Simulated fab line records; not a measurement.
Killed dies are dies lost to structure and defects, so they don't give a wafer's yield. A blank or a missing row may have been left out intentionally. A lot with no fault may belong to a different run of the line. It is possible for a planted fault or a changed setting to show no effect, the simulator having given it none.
What tool caused it? || flow sky130 || 12 lots, 36 wafers sampled, at 4 steps of a route of 708

== WHAT THE GAUGES READ, wafer by wafer ==
SKY_FIELD_ISO_THK_MEAS_25. Usual: FIELD_ISO_CVD_24_THK 591 nm, standard deviation 6.2.
{"lot": "L245", "measured": "day 2 06:52", "on": "film_metro-02", "FIELD_ISO_CVD_24_THK (nm)": "592 600 595", "flag": ""}
{"lot": "L246", "measured": "day 2 12:45", "on": "film_metro-04", "FIELD_ISO_CVD_24_THK (nm)": "583 589 580", "flag": ""}
{"lot": "L248", "measured": "day 2 23:57", "on": "film_metro-02", "FIELD_ISO_CVD_24_THK (nm)": "591 594 593", "flag": ""}
{"lot": "L249", "measured": "day 3 07:59", "on": "film_metro-02", "FIELD_ISO_CVD_24_THK (nm)": "593 585 581", "flag": ""}
{"lot": "L252", "measured": "day 3 21:34", "on": "film_metro-01", "FIELD_ISO_CVD_24_THK (nm)": "583 587 579", "flag": ""}
{"lot": "L254", "measured": "day 4 06:55", "on": "film_metro-02", "FIELD_ISO_CVD_24_THK (nm)": "585 588 588", "flag": ""}
{"lot": "L255", "measured": "day 4 11:07", "on": "film_metro-02", "FIELD_ISO_CVD_24_THK (nm)": "592 593 592", "flag": ""}
{"lot": "L256", "measured": "day 4 16:33", "on": "film_metro-02", "FIELD_ISO_CVD_24_THK (nm)": "583 586 586", "flag": ""}
{"lot": "L259", "measured": "day 5 12:38", "on": "film_metro-02", "FIELD_ISO_CVD_24_THK (nm)": "583 592 584", "flag": ""}
{"lot": "L261", "measured": "day 5 19:35", "on": "film_metro-01", "FIELD_ISO_CVD_24_THK (nm)": "592 593 590", "flag": ""}
{"lot": "L265", "measured": "day 6 15:19", "on": "film_metro-01", "FIELD_ISO_CVD_24_THK (nm)": "586 597 593", "flag": ""}
{"lot": "L268", "measured": "day 7 05:46", "on": "film_metro-04", "FIELD_ISO_CVD_24_THK (nm)": "599 596 595", "flag": ""}

SKY_NWELL_RS_MEAS_29: the measuring method here is four-point-probe. Usual: NWELL_RS 625.1 ohm/sq, standard deviation 1.6.
{"lot": "L245", "measured": "day 5 07:02", "on": "film_metro-04", "NWELL_RS (ohm/sq)": "627.2 626.7 628.4", "flag": ""}
{"lot": "L246", "measured": "day 5 13:08", "on": "film_metro-03", "NWELL_RS (ohm/sq)": "626.7 624.4 623.6", "flag": ""}
{"lot": "L248", "measured": "day 6 05:29", "on": "film_metro-03", "NWELL_RS (ohm/sq)": "624.7 625.2 624.4", "flag": ""}
{"lot": "L249", "measured": "day 6 12:11", "on": "film_metro-03", "NWELL_RS (ohm/sq)": "625.7 624.7 624.0", "flag": ""}
{"lot": "L252", "measured": "day 7 05:17", "on": "film_metro-02", "NWELL_RS (ohm/sq)": "627.1 625.4 625.4", "flag": ""}
{"lot": "L254", "measured": "day 7 15:22", "on": "film_metro-03", "NWELL_RS (ohm/sq)": "626.9 626.2 627.0", "flag": ""}
{"lot": "L255", "measured": "day 7 17:56", "on": "film_metro-02", "NWELL_RS (ohm/sq)": "626.0 628.0 627.8", "flag": ""}
{"lot": "L256", "measured": "day 8 02:35", "on": "film_metro-02", "NWELL_RS (ohm/sq)": "623.1 622.3 624.7", "flag": ""}
{"lot": "L259", "measured": "day 9 04:08", "on": "film_metro-04", "NWELL_RS (ohm/sq)": "609.1 608.0 608.1", "flag": "OFF"}
{"lot": "L261", "measured": "day 9 09:34", "on": "film_metro-04", "NWELL_RS (ohm/sq)": "608.1 608.7 608.5", "flag": "OFF"}
{"lot": "L265", "measured": "day 10 08:33", "on": "film_metro-03", "NWELL_RS (ohm/sq)": "611.8 612.2 611.4", "flag": "OFF"}
{"lot": "L268", "measured": "day 11 01:39", "on": "film_metro-04", "NWELL_RS (ohm/sq)": "624.5 625.3 623.2", "flag": ""}

SKY_VT_ADJUST_HVTP_CD_MEAS_07: target cd 380 nm. Usual: cd_nm at 379.6 nm, with a standard deviation of 2.9.
{"lot": "L245", "measured": "day 6 01:04", "on": "cd_sem-02", "cd_nm (nm)": "382.1 385.0 384.3", "flag": ""}
{"lot": "L246", "measured": "day 6 07:28", "on": "cd_sem-01", "cd_nm (nm)": "378.5 381.0 379.2", "flag": ""}
{"lot": "L248", "measured": "day 7 00:32", "on": "cd_sem-02", "cd_nm (nm)": "379.3 380.7 380.8", "flag": ""}
{"lot": "L249", "measured": "day 7 07:16", "on": "cd_sem-02", "cd_nm (nm)": "378.4 375.3 378.0", "flag": ""}
{"lot": "L252", "measured": "day 8 01:06", "on": "cd_sem-01", "cd_nm (nm)": "380.0 382.0 382.9", "flag": ""}
{"lot": "L254", "measured": "day 8 11:22", "on": "cd_sem-01", "cd_nm (nm)": "381.3 382.3 383.3", "flag": ""}
{"lot": "L255", "measured": "day 8 14:30", "on": "cd_sem-02", "cd_nm (nm)": "376.7 375.1 372.9", "flag": ""}
{"lot": "L256", "measured": "day 8 23:27", "on": "cd_sem-02", "cd_nm (nm)": "380.9 384.1 382.0", "flag": ""}
{"lot": "L259", "measured": "day 10 00:43", "on": "cd_sem-01", "cd_nm (nm)": "377.9 381.5 381.1", "flag": ""}
{"lot": "L261", "measured": "day 10 07:21", "on": "cd_sem-01", "cd_nm (nm)": "375.8 376.4 377.6", "flag": ""}
{"lot": "L265", "measured": "day 11 07:29", "on": "cd_sem-01", "cd_nm (nm)": "380.7 381.0 381.9", "flag": ""}
{"lot": "L268", "measured": "day 12 01:46", "on": "cd_sem-01", "cd_nm (nm)": "380.1 377.6 378.4", "flag": ""}

== TOOL THAT RAN EACH LOT (tool first, then ch and the chambers of the sampled wafers, then the start) ==
{"lot": "L245", "SKY_NWELL_IMPLANT_13": "implanter-03 ch 0, day 4 12:30"}
{"lot": "L246", "SKY_NWELL_IMPLANT_13": "implanter-03 ch 0, day 4 19:23"}
{"lot": "L248", "SKY_NWELL_IMPLANT_13": "implanter-02 ch 0, day 5 10:46"}
{"lot": "L249", "SKY_NWELL_IMPLANT_13": "implanter-02 ch 0, day 5 17:16"}
{"lot": "L252", "SKY_NWELL_IMPLANT_13": "implanter-02 ch 0, day 6 09:44"}
{"lot": "L254", "SKY_NWELL_IMPLANT_13": "implanter-04 ch 0, day 6 18:46"}
{"lot": "L255", "SKY_NWELL_IMPLANT_13": "implanter-04 ch 0, day 6 21:46"}
{"lot": "L256", "SKY_NWELL_IMPLANT_13": "implanter-02 ch 0, day 7 05:29"}
{"lot": "L259", "SKY_NWELL_IMPLANT_13": "implanter-04 ch 0, day 8 07:31"}
{"lot": "L261", "SKY_NWELL_IMPLANT_13": "implanter-04 ch 0, day 8 12:11"}
{"lot": "L265", "SKY_NWELL_IMPLANT_13": "implanter-04 ch 0, day 9 10:01"}
{"lot": "L268", "SKY_NWELL_IMPLANT_13": "implanter-03 ch 0, day 10 02:06"}
- SKY_NWELL_IMPLANT_13

== AS READ BY THE TOOLS THEMSELVES (means over the sampled wafers that have a number; for cases with no such wafer, the mark the record gives instead) ==
SKY_NWELL_IMPLANT_13. Usual: dose_ions_cm2 6.998e+11, standard deviation 8.2e+08; faraday_current_uA 3.95, standard deviation 0.078.
{"lot": "L245", "tool": "implanter-03", "dose_ions_cm2": 7.002e+11, "faraday_current_uA": 3.97, "flag": ""}
{"lot": "L246", "tool": "implanter-03", "dose_ions_cm2": 6.998e+11, "faraday_current_uA": 3.93, "flag": ""}
{"lot": "L248", "tool": "implanter-02", "dose_ions_cm2": 6.995e+11, "faraday_current_uA": 3.92, "flag": ""}
{"lot": "L249", "tool": "implanter-02", "dose_ions_cm2": 7.007e+11, "faraday_current_uA": 4.00, "flag": ""}
{"lot": "L252", "tool": "implanter-02", "dose_ions_cm2": 6.995e+11, "faraday_current_uA": 3.88, "flag": ""}
{"lot": "L254", "tool": "implanter-04", "dose_ions_cm2": 7.001e+11, "faraday_current_uA": 3.91, "flag": ""}
{"lot": "L255", "tool": "implanter-04", "dose_ions_cm2": 6.995e+11, "faraday_current_uA": 3.95, "flag": ""}
{"lot": "L256", "tool": "implanter-02", "dose_ions_cm2": 7.006e+11, "faraday_current_uA": 3.94, "flag": ""}
{"lot": "L259", "tool": "implanter-04", "dose_ions_cm2": 1.291e+12, "faraday_current_uA": 7.37, "flag": "OFF"}
{"lot": "L261", "tool": "implanter-04", "dose_ions_cm2": 1.292e+12, "faraday_current_uA": 7.26, "flag": "OFF"}
{"lot": "L265", "tool": "implanter-04", "dose_ions_cm2": 1.290e+12, "faraday_current_uA": 7.22, "flag": "OFF"}
{"lot": "L268", "tool": "implanter-03", "dose_ions_cm2": 7.009e+11, "faraday_current_uA": 3.99, "flag": ""}

== THE ANSWER, worked out from the rows above alone ==
Rule: take the mean of a lot's wafers that have a number; if it is more than 3 standard deviations from the usual mean, the lot is off. A lot without any number at a reading at which 4 lots or more have one is off too. Any other lot the step has rows for is counted as sound. Order of review: gauges by route order, followed by the tools' own readings, for which a lot's mean as printed above is used. The first step at which some lot is off is used, and at that step the reading that is off furthest; a lot without a number counts as furthest.
Off: L259, L261, L265, seen at SKY_NWELL_RS_MEAS_29 (NWELL_RS).
If a tool, at a process step before that reading, ran all the lots that are off and no sound lot after the first of them, it fits. Not tried: the gauges at SKY_NWELL_RS_MEAS_29; whatever is off there is also off at SKY_NWELL_IMPLANT_13, on other tools, and gauge error can't account for it. One fits: implanter-04 at SKY_NWELL_IMPLANT_13. A fault onset in the window from L255 (day 6 21:46, its last sound lot) to L259 (day 8 07:31, its first lot off) fits.
The tool's own readings at SKY_NWELL_IMPLANT_13 bear it out: on the lots that are off they differ by more than 5 times the standard deviation of the sound lots' means. dose_ions_cm2 reads 1.291e+12 there against 7.001e+11 on the sound lots; faraday_current_uA reads 7.28 there against 3.94 on the sound lots.

== WHAT HAD BEEN PUT IN BY THE SIMULATOR ==
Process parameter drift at SKY_NWELL_IMPLANT_13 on implanter-04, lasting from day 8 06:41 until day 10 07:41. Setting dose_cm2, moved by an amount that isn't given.
Struck lots among those shown: L259, L261, L265. Same finding as the rule above.
